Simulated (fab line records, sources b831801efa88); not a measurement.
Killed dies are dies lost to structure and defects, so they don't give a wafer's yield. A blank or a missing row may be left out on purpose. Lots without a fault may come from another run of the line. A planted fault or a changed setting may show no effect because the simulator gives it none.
fab line records | flow sky130
record lots=13 wafers=39 last_day=50
route steps=708 shown LDD_LDN@298 CONTACT@432 CAPM@538 METAL3@565
lots that met no fault: from a run of the same line without faults
start_h: hours from the record's first day to the start of the lot's first wafer shown | wait_h: hours since the lot's step before | " the same as in the row above | L1.1+2: a row that stands for several wafers | - no value, or no start given | * or withheld: withheld | < > ~ a bound
route shown NAME@n: a module of which the file shows steps, and the number in the route of the first | usual: mean/standard deviation of fault-free wafers | same: alike in all rows | chamber/n: place in a boat | sites: the reading at each site | _std_site: their standard deviation | _edge_site: outer sites' mean less inner sites' | radius_mm: how far each site lies from the wafer's centre | mask NAME#n: copy n | behind: the tool/chamber that last shaped the wafer | hold: why the lot was held/for how many hours/how that ended | device: the transistor (n, p or np) that didn't switch | end of line: the same wafers' tests at the end of the route | a step without rows: its recipe alone | killed: dies lost to structure and defects at the first sort, not the wafer's yield | map: a wafer's dies, x killed, . not, _ none there
set.NAME: the setting as run; set.NAME@STEP: as run at that earlier step | model.NAME: the simulator's own value behind a step, which no gauge read
steps of the route over a sample of lots; a table a step, a row a wafer
services: from which hour (start_h, from the record's first day; less than 0 if before it) a tool's chamber was out of use, for how many hours, and why
## steps
# step SKY_LDD_LDN_IMPLANT_09
# recipe species=As energy_kev=15 dose_cm2=1.25e+13 tilt_deg=withheld rotation_deg=113
# columns lot.wafer tool chamber start_h wait_h
L700.1+4+5 implanter-02 0 520.47 0.1
L702.1+3+6 implanter-03 0 544.16 0.1
L705.1+2+4 implanter-02 0 572.01 0.1
L703.1+2+6 implanter-04 0 572.87 0.1
L704.3+4+5 implanter-02 0 576.01 0.1
L706.1+3+4 implanter-02 0 584.91 0.1
L711.3+4+5 implanter-03 0 625.54 0.1
L711.3+4+5 implanter-03 0 625.86 0.3
L715.1+3+5 implanter-04 0 656.11 0.1
L715.1+3+5 implanter-04 0 656.43 0.3
L719.2+3+6 implanter-03 0 677.23 0.1
L720.3+4+5 implanter-03 0 698.04 0.1
L721.2+3+6 implanter-02 0 707.58 0.1
L722.1+3+6 implanter-04 0 713.61 0.1
L723.2+3+4 implanter-04 0 724.19 0.1
# step SKY_LDD_LDN_TW_MEAS_13
# usual LDD_LDN_TW=1482/7.6
# columns lot.wafer tool chamber start_h wait_h LDD_LDN_TW
L700.1 film_metro-02 - 521.02 0.1 1464
L700.4 " - " " 1480
L700.5 " - " " 1482
L702.1 film_metro-03 - 544.71 0.1 1474
L702.3 " - " " 1474
L702.6 " - " " 1469
L705.1 film_metro-03 - 572.56 0.1 1476
L705.2 " - " " 1490
L705.4 " - " " 1486
L703.1 film_metro-02 - 573.42 0.1 1484
L703.2 " - " " 1468
L703.6 " - " " 1470
L704.3 film_metro-03 - 576.53 0.1 1481
L704.4 " - " " 1492
L704.5 " - " " 1479
L706.1 film_metro-02 - 585.46 0.1 1481
L706.3 " - " " 1484
L706.4 " - " " 1481
L711.3 film_metro-03 - 626.38 0.1 1585
L711.4 " - " " 1586
L711.5 " - " " 1587
L715.1 film_metro-03 - 656.98 0.1 1571
L715.3 " - " " 1575
L715.5 " - " " 1576
L719.2 film_metro-03 - 677.77 0.1 1489
L719.3 " - " " 1490
L719.6 " - " " 1485
L720.3 film_metro-02 - 698.56 0.1 1494
L720.4 " - " " 1485
L720.5 " - " " 1487
L721.2 film_metro-03 - 708.12 0.1 1476
L721.3 " - " " 1476
L721.6 " - " " 1484
L722.1 film_metro-02 - 714.16 0.1 1494
L722.3 " - " " 1495
L722.6 " - " " 1499
L723.2 film_metro-03 - 724.72 0.1 1484
L723.3 " - " " 1482
L723.4 " - " " 1483
# step SKY_CONTACT_THK_MEAS_26
# recipe thk_meas_gauge=xrf reads=W_of_CONTACT_CVD_24
# usual CONTACT_W_THK=338/4.5
# columns lot.wafer tool chamber start_h wait_h CONTACT_W_THK[nm]
L700.1 film_metro-02 - 731.46 0.1 337
L700.4 " - " " 333
L700.5 " - " " 339
L702.1 film_metro-03 - 754.34 0.1 341
L702.3 " - " " 338
L702.6 " - " " 340
L705.1 film_metro-01 - 777.70 0.1 343
L705.2 " - " " 337
L705.4 " - " " 338
L703.1 film_metro-02 - 780.14 0.1 335
L703.2 " - " " 337
L703.6 " - " " 339
L704.3 film_metro-03 - 780.55 0.1 340
L704.4 " - " " 343
L704.5 " - " " 337
L706.1 film_metro-03 - 790.57 0.1 333
L706.3 " - " " 336
L706.4 " - " " 334
L711.3 film_metro-01 - 826.41 0.1 337
L711.4 " - " " 342
L711.5 " - " " 343
L715.1 film_metro-03 - 853.60 0.1 339
L715.3 " - " " 335
L715.5 " - " " 337
L719.2 film_metro-03 - 874.76 0.1 328
L719.3 " - " " 339
L719.6 " - " " 332
L720.3 film_metro-01 - 892.82 0.1 345
L720.4 " - " " 345
L720.5 " - " " 348
L721.2 film_metro-01 - 903.02 0.1 339
L721.3 " - " " 337
L721.6 " - " " 341
L722.1 film_metro-01 - 907.72 0.1 337
L722.3 " - " " 340
L722.6 " - " " 343
L723.2 film_metro-03 - 917.35 0.1 333
L723.3 " - " " 333
L723.4 " - " " 327
# step SKY_CAPM_THK_MEAS_01
# recipe reads=SiO2_of_CAPM_CVD_00
# usual CAPM_CVD_00_THK=15.49/0.25
# columns lot.wafer tool chamber start_h wait_h CAPM_CVD_00_THK[nm]
L700.1 film_metro-04 - 845.98 - 15.17
L700.4 " - " " 15.36
L700.5 " - " " 15.64
L702.1 film_metro-02 - 867.17 - 15.26
L702.3 " - " " 15.62
L702.6 " - " " 15.61
L705.1 film_metro-02 - 891.08 - 15.20
L705.2 " - " " 15.26
L705.4 " - " " 15.60
L703.1 film_metro-02 - 891.56 - 15.56
L703.2 " - " " 15.04
L703.6 " - " " 15.53
L704.3 film_metro-03 - 893.02 - 15.31
L704.4 " - " " 15.46
L704.5 " - " " 15.39
L706.1 film_metro-04 - 902.77 - 15.59
L706.3 " - " " 15.50
L706.4 " - " " 16.09
L711.3 film_metro-02 - 935.30 - 15.26
L711.4 " - " " 15.64
L711.5 " - " " 15.54
L715.1 film_metro-02 - 961.73 - 15.33
L715.3 " - " " 15.71
L715.5 " - " " 16.19
L719.2 film_metro-04 - 981.31 - 15.29
L719.3 " - " " 15.18
L719.6 " - " " 15.67
L720.3 film_metro-04 - 998.00 - 15.26
L720.4 " - " " 15.41
L720.5 " - " " 16.10
L721.2 film_metro-02 - 1006.86 - 15.38
L721.3 " - " " 15.41
L721.6 " - " " 15.54
L722.1 film_metro-04 - 1011.38 - 15.87
L722.3 " - " " 15.45
L722.6 " - " " 15.84
L723.2 film_metro-02 - 1020.89 - 15.39
L723.3 " - " " 15.14
L723.4 " - " " 15.89
# step SKY_METAL3_DESCUM_15
# recipe chemistry=O2 source_power_w=150 bias_power_w=0 pressure_mtorr=10 temp_c=40 time_s=8
# usual drypump_motor_current_A=5.5/0.35 oes_product_au=1.002/0.0077
# same time_s=8
# columns lot.wafer tool chamber start_h wait_h drypump_motor_current_A oes_product_au rf_hours_counter_h
L700.1 rie_metal-03 1 899.31 0.0 5.7 1.009 2
L700.4 " 0 " " 5.4 0.997 -
L700.5 " 0 " " 5.4 1.001 -
L702.1 rie_metal-01 0 919.96 0.0 5.9 1.008 20
L702.3 " 0 " " 5.9 1.006 -
L702.6 " 0 " " 6.0 1.005 -
L705.1 rie_metal-01 1 941.66 0.0 5.0 1.009 14
L705.2 " 0 " " 6.0 1.004 21
L705.4 " 1 " " 5.0 1.000 -
L703.1 rie_metal-02 1 942.08 0.0 5.9 1.008 7
L703.2 " 0 " " 5.3 0.997 3
L703.6 " 0 " " 5.3 1.006 -
L704.3 rie_metal-03 0 944.50 0.0 5.4 0.996 -
L704.4 " 1 " " 5.7 1.000 -
L704.5 " 1 " " 5.7 0.999 -
L706.1 rie_metal-02 0 953.63 0.0 5.3 1.002 4
L706.3 " 0 " " 5.3 1.007 -
L706.4 " 1 " " 5.9 1.000 -
L711.3 rie_metal-03 0 984.05 0.0 5.4 0.998 -
L711.4 " 1 " " 5.7 0.999 -
L711.5 " 1 " " 5.7 0.997 -
L715.1 rie_metal-01 1 1009.63 0.0 5.0 1.003 19
L715.3 " 1 " " 5.0 0.988 -
L715.5 " 1 " " 5.0 0.995 -
L719.2 rie_metal-03 1 1029.13 0.0 5.7 1.004 8
L719.3 " 1 " " 5.7 1.006 -
L719.6 " 0 " " 5.4 1.007 -
L720.3 rie_metal-01 0 1044.95 0.0 5.9 1.014 -
L720.4 " 1 " " 5.0 0.991 -
L720.5 " 1 " " 5.0 1.008 -
L721.2 rie_metal-02 1 1053.48 0.0 5.9 1.008 15
L721.3 " 0 " " 5.3 0.997 -
L721.6 " 1 " " 5.9 1.010 -
L722.1 rie_metal-02 0 1057.67 0.0 5.3 1.005 9
L722.3 " 1 " " 5.9 1.014 -
L722.6 " 0 " " 5.3 0.998 -
L723.2 rie_metal-01 1 1065.87 0.0 5.0 0.995 24
L723.3 " 1 " " 5.0 0.999 -
L723.4 " 0 " " 5.9 1.006 -
## services
# columns tool chamber start_h hours kind
implanter-02 - 530.72 2.5 repair
implanter-02 - 551.21 5.7 pm
implanter-04 - 573.32 13.5 pm
implanter-03 - 621.59 3.3 pm
implanter-04 - 698.53 1.7 repair
implanter-04 - 731.89 1.6 pm
rie_metal-01 - 745.47 2.8 pm
rie_metal-01 - 750.60 14.6 pm
implanter-02 - 766.89 3.9 pm
rie_metal-01 1 792.16 46.6 repair
implanter-03 - 794.69 3.7 repair
implanter-04 - 804.36 6.4 repair
implanter-03 - 811.28 1.0 repair
implanter-04 - 833.61 3.3 pm
implanter-03 - 847.54 22.2 pm
implanter-02 - 857.11 27.5 pm
implanter-04 - 861.56 11.4 repair
implanter-04 - 944.95 0.8 repair
rie_metal-01 - 954.03 0.5 repair
implanter-03 - 983.79 3.1 repair
implanter-04 - 988.07 14.8 repair
implanter-04 - 1007.22 1.9 repair
implanter-03 - 1014.95 1.9 repair
implanter-02 - 1020.81 3.8 repair
## key
first_sign step=SKY_LDD_LDN_IMPLANT_09 reading=visit direction=added
effect step=SKY_LDD_LDN_TW_MEAS_13 reading=LDD_LDN_TW direction=up sigmas=13 usual=1482 struck=1580
met_at SKY_LDD_LDN_IMPLANT_09
struck_lots L711,L715
tester_left_out L711,L715
not_acting_at SKY_CONTACT_THK_MEAS_26,SKY_CAPM_THK_MEAS_01,SKY_METAL3_DESCUM_15
fault kind=repeated_step_whole tool=implanter-02,implanter-03,implanter-04 chamber=- onset_h=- steps=SKY_LDD_LDN_IMPLANT_09 times=1 scope=struck_lots_only
# tester_left_out: of these lots the tester's yield and bins aren't shown, on N5 and GAA mostly nor the transistor test; their killed dies are dies lost to structure and defects alone, not to doping, threshold or leakage, so they don't give the yield
